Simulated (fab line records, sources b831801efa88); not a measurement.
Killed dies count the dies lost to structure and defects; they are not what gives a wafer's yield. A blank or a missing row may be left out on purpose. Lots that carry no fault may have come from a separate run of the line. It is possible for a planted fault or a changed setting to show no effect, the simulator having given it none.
A sampling plan put to the test | flow gf180mcu | one fab line, 48 faults that these records tell of, each judged on the records of the lots that it struck
The plan consists of the line's own looks: route steps at which the wafer is read by a gauge or an inspection but not changed. A look is open to judgement when struck wafers have a number at it and the file gives its usual mean and standard deviation on fault-free wafers. Caught: at a look after the fault's first step, the mean of the struck wafers lies 4 or more of those standard deviations (sigma) from the usual mean. On the tool: the test repeated on the tool's own readings taken at the fault's steps. A different recipe on the struck wafers counts as caught too, as does a record blank only for those wafers.

## THE FAULTS, as the simulator had put them in
1. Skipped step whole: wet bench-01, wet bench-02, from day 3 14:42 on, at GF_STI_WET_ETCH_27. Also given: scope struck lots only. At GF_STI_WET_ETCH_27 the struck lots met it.
2. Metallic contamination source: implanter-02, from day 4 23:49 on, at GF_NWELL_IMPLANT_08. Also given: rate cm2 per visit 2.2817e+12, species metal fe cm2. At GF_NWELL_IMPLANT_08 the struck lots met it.
3. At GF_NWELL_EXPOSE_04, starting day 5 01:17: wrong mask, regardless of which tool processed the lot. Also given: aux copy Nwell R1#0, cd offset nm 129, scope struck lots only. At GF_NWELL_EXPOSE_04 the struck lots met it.
4. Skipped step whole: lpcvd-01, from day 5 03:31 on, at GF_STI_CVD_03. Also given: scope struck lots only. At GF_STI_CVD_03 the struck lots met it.
5. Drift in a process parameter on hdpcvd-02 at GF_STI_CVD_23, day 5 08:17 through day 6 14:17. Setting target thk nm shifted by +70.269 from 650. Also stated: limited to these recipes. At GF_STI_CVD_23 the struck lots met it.
6. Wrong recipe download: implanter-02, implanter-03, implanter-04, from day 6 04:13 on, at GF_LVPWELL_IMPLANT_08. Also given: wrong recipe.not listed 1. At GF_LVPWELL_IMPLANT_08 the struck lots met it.
7. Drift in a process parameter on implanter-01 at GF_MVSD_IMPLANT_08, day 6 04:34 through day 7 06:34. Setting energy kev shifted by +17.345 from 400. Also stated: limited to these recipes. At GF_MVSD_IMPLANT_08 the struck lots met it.
8. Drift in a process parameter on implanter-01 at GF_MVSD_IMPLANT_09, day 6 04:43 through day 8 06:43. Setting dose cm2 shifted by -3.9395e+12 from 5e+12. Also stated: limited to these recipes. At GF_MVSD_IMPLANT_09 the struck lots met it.
9. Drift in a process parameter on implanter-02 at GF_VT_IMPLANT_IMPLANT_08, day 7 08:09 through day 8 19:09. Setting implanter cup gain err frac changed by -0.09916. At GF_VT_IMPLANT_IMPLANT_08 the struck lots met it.
10. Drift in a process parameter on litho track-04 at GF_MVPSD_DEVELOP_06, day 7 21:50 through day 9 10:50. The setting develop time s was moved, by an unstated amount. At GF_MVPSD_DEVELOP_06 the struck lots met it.
11. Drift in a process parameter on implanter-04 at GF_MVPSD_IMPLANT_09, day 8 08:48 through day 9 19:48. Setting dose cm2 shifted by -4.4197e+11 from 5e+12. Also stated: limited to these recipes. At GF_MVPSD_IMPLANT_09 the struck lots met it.
12. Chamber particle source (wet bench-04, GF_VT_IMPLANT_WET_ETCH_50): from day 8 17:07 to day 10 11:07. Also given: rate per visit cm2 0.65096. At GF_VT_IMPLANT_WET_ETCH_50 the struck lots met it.
13. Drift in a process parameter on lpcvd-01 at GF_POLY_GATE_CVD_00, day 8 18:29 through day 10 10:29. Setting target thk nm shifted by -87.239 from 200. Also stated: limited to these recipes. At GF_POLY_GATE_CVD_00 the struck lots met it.
14. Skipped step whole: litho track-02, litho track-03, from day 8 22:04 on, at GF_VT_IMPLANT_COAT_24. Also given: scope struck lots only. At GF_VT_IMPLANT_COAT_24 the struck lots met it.
15. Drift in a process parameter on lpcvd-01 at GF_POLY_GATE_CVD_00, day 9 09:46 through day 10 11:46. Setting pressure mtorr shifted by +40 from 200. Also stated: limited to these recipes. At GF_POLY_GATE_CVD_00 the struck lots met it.
16. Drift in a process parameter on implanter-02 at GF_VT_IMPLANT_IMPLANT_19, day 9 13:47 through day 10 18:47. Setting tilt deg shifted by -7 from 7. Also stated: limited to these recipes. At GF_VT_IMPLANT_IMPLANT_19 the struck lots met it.
17. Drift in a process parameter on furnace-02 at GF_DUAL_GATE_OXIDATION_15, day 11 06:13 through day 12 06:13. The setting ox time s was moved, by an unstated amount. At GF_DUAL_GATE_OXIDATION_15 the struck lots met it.
18. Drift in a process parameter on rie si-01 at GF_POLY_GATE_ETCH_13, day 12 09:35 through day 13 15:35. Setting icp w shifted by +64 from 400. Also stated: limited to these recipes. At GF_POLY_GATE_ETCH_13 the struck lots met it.
19. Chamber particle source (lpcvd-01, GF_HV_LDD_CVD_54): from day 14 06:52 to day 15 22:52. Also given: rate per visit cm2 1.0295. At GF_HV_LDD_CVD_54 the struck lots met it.
20. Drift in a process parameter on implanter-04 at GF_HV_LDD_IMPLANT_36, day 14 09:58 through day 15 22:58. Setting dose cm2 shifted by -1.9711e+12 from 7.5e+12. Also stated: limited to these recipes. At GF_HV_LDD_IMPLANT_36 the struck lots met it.
21. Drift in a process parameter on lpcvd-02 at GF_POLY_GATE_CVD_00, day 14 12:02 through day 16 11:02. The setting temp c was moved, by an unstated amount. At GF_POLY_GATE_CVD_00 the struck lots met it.
22. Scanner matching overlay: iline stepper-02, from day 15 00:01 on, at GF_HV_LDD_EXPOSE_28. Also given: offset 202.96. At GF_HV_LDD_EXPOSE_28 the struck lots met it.
23. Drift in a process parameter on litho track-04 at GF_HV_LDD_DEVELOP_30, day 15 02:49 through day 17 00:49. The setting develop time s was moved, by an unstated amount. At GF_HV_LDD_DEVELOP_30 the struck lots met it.
24. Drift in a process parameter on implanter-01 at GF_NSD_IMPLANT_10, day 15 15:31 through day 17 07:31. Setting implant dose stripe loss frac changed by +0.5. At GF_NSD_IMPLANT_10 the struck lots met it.
25. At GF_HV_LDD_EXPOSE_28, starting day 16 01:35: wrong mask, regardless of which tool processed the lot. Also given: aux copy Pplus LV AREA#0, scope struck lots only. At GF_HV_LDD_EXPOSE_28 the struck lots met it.
26. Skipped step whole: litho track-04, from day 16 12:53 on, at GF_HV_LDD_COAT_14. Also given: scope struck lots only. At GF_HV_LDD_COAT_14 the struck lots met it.
27. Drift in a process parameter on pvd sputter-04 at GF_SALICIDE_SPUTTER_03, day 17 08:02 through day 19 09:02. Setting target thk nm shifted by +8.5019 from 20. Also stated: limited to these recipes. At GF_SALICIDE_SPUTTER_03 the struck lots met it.
28. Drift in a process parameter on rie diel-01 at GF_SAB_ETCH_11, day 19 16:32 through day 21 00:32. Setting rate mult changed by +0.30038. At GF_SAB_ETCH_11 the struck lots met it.
29. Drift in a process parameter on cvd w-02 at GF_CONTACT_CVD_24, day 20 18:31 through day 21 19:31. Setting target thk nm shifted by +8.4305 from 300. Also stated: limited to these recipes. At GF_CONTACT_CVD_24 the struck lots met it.
30. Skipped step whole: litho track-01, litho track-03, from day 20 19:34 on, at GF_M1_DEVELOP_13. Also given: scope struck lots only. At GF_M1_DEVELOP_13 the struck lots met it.
31. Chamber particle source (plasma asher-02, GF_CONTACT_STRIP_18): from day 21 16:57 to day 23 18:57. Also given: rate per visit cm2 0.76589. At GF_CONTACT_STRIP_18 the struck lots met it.
32. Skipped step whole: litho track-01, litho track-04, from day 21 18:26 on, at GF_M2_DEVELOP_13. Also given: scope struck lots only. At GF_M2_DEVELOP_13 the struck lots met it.
33. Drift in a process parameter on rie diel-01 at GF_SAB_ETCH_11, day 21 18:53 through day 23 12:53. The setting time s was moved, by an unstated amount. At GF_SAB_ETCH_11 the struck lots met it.
34. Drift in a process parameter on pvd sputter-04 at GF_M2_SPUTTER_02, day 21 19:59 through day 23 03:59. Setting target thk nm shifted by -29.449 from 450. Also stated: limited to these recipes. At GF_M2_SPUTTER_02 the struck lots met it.
35. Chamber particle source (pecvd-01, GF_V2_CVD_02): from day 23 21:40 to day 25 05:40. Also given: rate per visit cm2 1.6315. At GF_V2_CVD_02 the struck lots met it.
36. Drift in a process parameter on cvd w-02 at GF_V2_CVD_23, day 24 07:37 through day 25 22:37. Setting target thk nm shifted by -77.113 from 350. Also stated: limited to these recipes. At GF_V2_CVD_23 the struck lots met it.
37. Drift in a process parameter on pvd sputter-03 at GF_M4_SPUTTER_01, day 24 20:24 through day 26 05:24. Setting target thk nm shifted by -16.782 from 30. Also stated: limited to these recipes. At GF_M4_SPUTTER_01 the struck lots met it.
38. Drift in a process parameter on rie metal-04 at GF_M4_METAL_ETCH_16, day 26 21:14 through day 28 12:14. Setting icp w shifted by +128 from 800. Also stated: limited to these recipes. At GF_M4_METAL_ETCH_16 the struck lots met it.
39. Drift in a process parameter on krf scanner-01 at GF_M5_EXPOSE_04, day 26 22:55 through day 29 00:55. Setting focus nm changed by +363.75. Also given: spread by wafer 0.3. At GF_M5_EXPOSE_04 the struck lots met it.
40. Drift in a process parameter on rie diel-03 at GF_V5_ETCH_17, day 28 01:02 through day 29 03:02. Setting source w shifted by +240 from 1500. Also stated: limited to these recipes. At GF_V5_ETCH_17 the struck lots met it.
41. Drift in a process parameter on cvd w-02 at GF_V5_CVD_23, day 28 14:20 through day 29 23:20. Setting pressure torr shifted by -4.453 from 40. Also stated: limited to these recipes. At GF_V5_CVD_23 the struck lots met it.
42. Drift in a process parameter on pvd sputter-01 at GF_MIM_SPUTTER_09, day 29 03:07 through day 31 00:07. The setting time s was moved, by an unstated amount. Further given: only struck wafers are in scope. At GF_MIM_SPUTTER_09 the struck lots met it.
43. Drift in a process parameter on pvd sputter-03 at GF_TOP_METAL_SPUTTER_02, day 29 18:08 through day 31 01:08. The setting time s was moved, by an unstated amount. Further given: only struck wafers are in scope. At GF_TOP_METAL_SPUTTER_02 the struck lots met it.
44. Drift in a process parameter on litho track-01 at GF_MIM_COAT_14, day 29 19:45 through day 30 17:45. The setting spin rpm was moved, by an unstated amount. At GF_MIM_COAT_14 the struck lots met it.
45. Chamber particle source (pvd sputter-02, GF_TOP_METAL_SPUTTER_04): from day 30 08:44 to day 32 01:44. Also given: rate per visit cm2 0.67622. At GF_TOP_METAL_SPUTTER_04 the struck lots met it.
46. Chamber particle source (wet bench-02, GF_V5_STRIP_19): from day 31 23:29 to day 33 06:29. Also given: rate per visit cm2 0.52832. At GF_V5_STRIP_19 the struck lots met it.
47. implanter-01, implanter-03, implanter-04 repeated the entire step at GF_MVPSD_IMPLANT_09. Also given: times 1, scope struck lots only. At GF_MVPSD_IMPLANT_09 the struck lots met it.
48. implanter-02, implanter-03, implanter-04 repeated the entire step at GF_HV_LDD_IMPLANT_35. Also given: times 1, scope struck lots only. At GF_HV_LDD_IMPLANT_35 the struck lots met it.

## WHAT THE PLAN SAW
fault | on the tool itself                               | first look that catches it                      | reading, sigma                                             | median hours from its first step to that look | hours from the fault's start to the first struck lot there | judged looks passed uncaught
1     | the tool's record is blank for the struck wafers | no look after it can be judged                  | -                                                          | -                                             | -                                                          | 0
2     | no reading that can be judged                    | none of the 5 looks that can be judged after it | -                                                          | -                                             | -                                                          | 5
3     | no reading that can be judged                    | no look after it can be judged                  | -                                                          | -                                             | -                                                          | 0
4     | the tool's record is blank for the struck wafers | no look after it can be judged                  | -                                                          | -                                             | -                                                          | 0
5     | no reading that can be judged                    | GF_STI_THK_MEAS_24                              | STI_CVD_23_THK +8.9                                        | 0.1                                           | 5                                                          | 0
6     | under 2 sigma                                    | GF_LVPWELL_TW_MEAS_11                           | LVPWELL_TW +99 or beyond                                   | 0.4                                           | 4                                                          | 0
7     | beam energy keV +99 or beyond sigma              | none of the 3 looks that can be judged after it | strongest: MVSD_RS at GF_VT_IMPLANT_RS_MEAS_46, -2.6       | -                                             | -                                                          | 3
8     | dose ions cm2 -99 or beyond sigma                | GF_VT_IMPLANT_RS_MEAS_46                        | MVSD_RS +74                                                | 83.2                                          | 91                                                         | 1
9     | beam on s +5.6 sigma                             | none of the 2 looks that can be judged after it | strongest: VT_IMPLANT_TW at GF_VT_IMPLANT_TW_MEAS_10, +2.8 | -                                             | -                                                          | 2
10    | no reading that can be judged                    | not the one look that can be judged after it    | -                                                          | -                                             | -                                                          | 1
11    | dose ions cm2 -81 sigma                          | GF_VT_IMPLANT_RS_MEAS_49                        | MVPSD_RS +6.8                                              | 75.9                                          | 80                                                         | 0
12    | no reading that can be judged                    | none of the 2 looks that can be judged after it | -                                                          | -                                             | -                                                          | 2
13    | under 2 sigma                                    | GF_POLY_GATE_THK_MEAS_01                        | POLY_GATE_CVD_00_THK -40                                   | 2.0                                           | 7                                                          | 0
14    | the tool's record is blank for the struck wafers | no look after it can be judged                  | -                                                          | -                                             | -                                                          | 0
15    | pressure mtorr +99 or beyond sigma               | GF_POLY_GATE_THK_MEAS_01                        | POLY_GATE_CVD_00_THK +8.3                                  | 2.0                                           | 12                                                         | 0
16    | tilt deg -99 or beyond sigma                     | GF_VT_IMPLANT_TW_MEAS_21                        | VT_IMPLANT_2_TW -6.0                                       | 0.2                                           | 3                                                          | 0
17    | under 2 sigma                                    | no look after it can be judged                  | -                                                          | -                                             | -                                                          | 0
18    | rf fwd power W +53 sigma                         | no look after it can be judged                  | -                                                          | -                                             | -                                                          | 0
19    | under 2 sigma                                    | none of the 2 looks that can be judged after it | -                                                          | -                                             | -                                                          | 2
20    | dose ions cm2 -99 or beyond sigma                | GF_HV_LDD_RS_MEAS_53                            | HV_LDD_RS +5.3                                             | 21.0                                          | 22                                                         | 1
21    | susceptor temp C -31 sigma                       | GF_POLY_GATE_THK_MEAS_01                        | POLY_GATE_CVD_00_THK -17                                   | 1.3                                           | 6                                                          | 0
22    | under 2 sigma                                    | GF_HV_LDD_OVL_MEAS_32                           | HV_LDD_02_OVL +99 or beyond                                | 10.8                                          | 19                                                         | 0
23    | under 2 sigma                                    | none of the 2 looks that can be judged after it | strongest: cd nm at GF_HV_LDD_CD_MEAS_31, -2.6             | -                                             | -                                                          | 2
24    | under 2 sigma                                    | GF_PSD_RS_MEAS_14                               | NSD_RS +23                                                 | 23.3                                          | 37                                                         | 1
25    | no reading that can be judged                    | GF_HV_LDD_TW_MEAS_38                            | HV_LDD_3_TW -95                                            | 11.4                                          | 17                                                         | 0
26    | the tool's record is blank for the struck wafers | GF_HV_LDD_TW_MEAS_38                            | HV_LDD_3_TW +9.8                                           | 35.9                                          | 39                                                         | 0
27    | under 2 sigma                                    | GF_SALICIDE_RS_MEAS_04                          | SALICIDE_TIN_RS -8.7                                       | 0.0                                           | 39                                                         | 0
28    | oes product au +24 sigma                         | no look after it can be judged                  | -                                                          | -                                             | -                                                          | 0
29    | under 2 sigma                                    | none of the 2 looks that can be judged after it | strongest: CONTACT_W_RS at GF_CONTACT_RS_MEAS_25, -2.9     | -                                             | -                                                          | 2
30    | no reading that can be judged                    | no look after it can be judged                  | -                                                          | -                                             | -                                                          | 0
31    | under 2 sigma                                    | not the one look that can be judged after it    | -                                                          | -                                             | -                                                          | 1
32    | no reading that can be judged                    | no look after it can be judged                  | -                                                          | -                                             | -                                                          | 0
33    | under 2 sigma                                    | no look after it can be judged                  | -                                                          | -                                             | -                                                          | 0
34    | under 2 sigma                                    | GF_M2_RS_MEAS_05                                | M2_ALCU_RS +6.9                                            | 0.1                                           | 9                                                          | 0
35    | under 2 sigma                                    | none of the 2 looks that can be judged after it | -                                                          | -                                             | -                                                          | 2
36    | under 2 sigma                                    | GF_V2_RS_MEAS_24                                | V2_W_RS +27                                                | 0.1                                           | 3                                                          | 0
37    | under 2 sigma                                    | not the one look that can be judged after it    | -                                                          | -                                             | -                                                          | 1
38    | rf fwd power W +42 sigma                         | no look after it can be judged                  | -                                                          | -                                             | -                                                          | 0
39    | under 2 sigma                                    | GF_M5_CD_MEAS_07                                | cd nm -32                                                  | 9.5                                           | 25                                                         | 0
40    | rf fwd power W +55 sigma                         | no look after it can be judged                  | -                                                          | -                                             | -                                                          | 0
41    | chamber pressure Torr -55 sigma                  | GF_V5_RS_MEAS_24                                | V5_W_RS +5.3                                               | 0.1                                           | 7                                                          | 0
42    | under 2 sigma                                    | none of the 4 looks that can be judged after it | -                                                          | -                                             | -                                                          | 4
43    | under 2 sigma                                    | GF_TOP_METAL_RS_MEAS_05                         | TOP_METAL_ALCU_RS +20                                      | 0.1                                           | 5                                                          | 0
44    | spin speed rpm +99 or beyond sigma               | no look after it can be judged                  | -                                                          | -                                             | -                                                          | 0
45    | under 2 sigma                                    | no look after it can be judged                  | -                                                          | -                                             | -                                                          | 0
46    | no reading that can be judged                    | no look after it can be judged                  | -                                                          | -                                             | -                                                          | 0
47    | under 2 sigma                                    | GF_MVPSD_TW_MEAS_11                             | MVPSD_TW +6.9                                              | 0.6                                           | -                                                          | 0
48    | no reading that can be judged                    | GF_HV_LDD_TW_MEAS_38                            | HV_LDD_3_TW +7.1                                           | 0.7                                           | -                                                          | 0
A dash: the fault is not caught, or the number is missing from these records.

Caught at a look: 21 of 48. Caught on the tool: 18 of 48. By one or the other: 31 of 48.
Faults 1, 4, 7, 9, 14, 18, 28, 38, 40, 44 were caught on the tool alone.
Caught at a look alone: faults 5, 6, 13, 22, 24, 25, 27, 34, 36, 39, 43, 47, 48.
Caught by neither: faults 2, 3, 10, 12, 17, 19, 23, 29, 30, 31, 32, 33, 35, 37, 42, 45, 46.

## THINNER SAMPLING
If the look that catches a fault measured only every second or every third lot, by lot number, the first struck lot would be measured this late in the worst case:
fault | struck lots at that look, in order of time | every lot | every second lot | every third lot
5     | L725, L726                                 | 5 h       | 10 h             | may miss all 2
6     | L793, L794, L795, L796                     | 4 h       | 7 h              | 14 h
8     | L552, L553                                 | 91 h      | 93 h             | may miss all 2
11    | L830, L833, L834                           | 80 h      | 106 h            | may miss all 3
13    | L766, L769, L770                           | 7 h       | 28 h             | may miss all 3
15    | L224, L225                                 | 12 h      | 21 h             | may miss all 2
16    | L823, L825                                 | 3 h       | may miss all 2   | may miss all 2
20    | L961, L962                                 | 22 h      | 34 h             | may miss all 2
21    | L535, L536                                 | 6 h       | 14 h             | may miss all 2
22    | L572, L574, L579                           | 19 h      | 75 h             | 75 h
24    | L328, L329                                 | 37 h      | 41 h             | may miss all 2
25    | L394                                       | 17 h      | may miss it      | may miss it
26    | L318, L319                                 | 39 h      | 49 h             | may miss all 2
27    | L198, L199                                 | 39 h      | 44 h             | may miss all 2
34    | L173, L174                                 | 9 h       | 14 h             | may miss all 2
36    | L715, L716                                 | 3 h       | 9 h              | may miss all 2
39    | L162, L163                                 | 25 h      | 32 h             | may miss all 2
41    | L542, L544                                 | 7 h       | may miss all 2   | may miss all 2
43    | L885, L887                                 | 5 h       | may miss all 2   | may miss all 2
Hours: fault start to first struck lot measured. 4 sigma limit: tested on the pooled struck wafers, so a lone lot may be under it. Other struck lots may not be in these records.

## THE LONGEST TIMED WAY FROM STEP TO LOOK
Fault 8: median gap of 83.2 hours between GF_MVSD_IMPLANT_09 and GF_VT_IMPLANT_RS_MEAS_46. The look between them that can be judged stayed within 4 sigma: GF_MVSD_TW_MEAS_11.
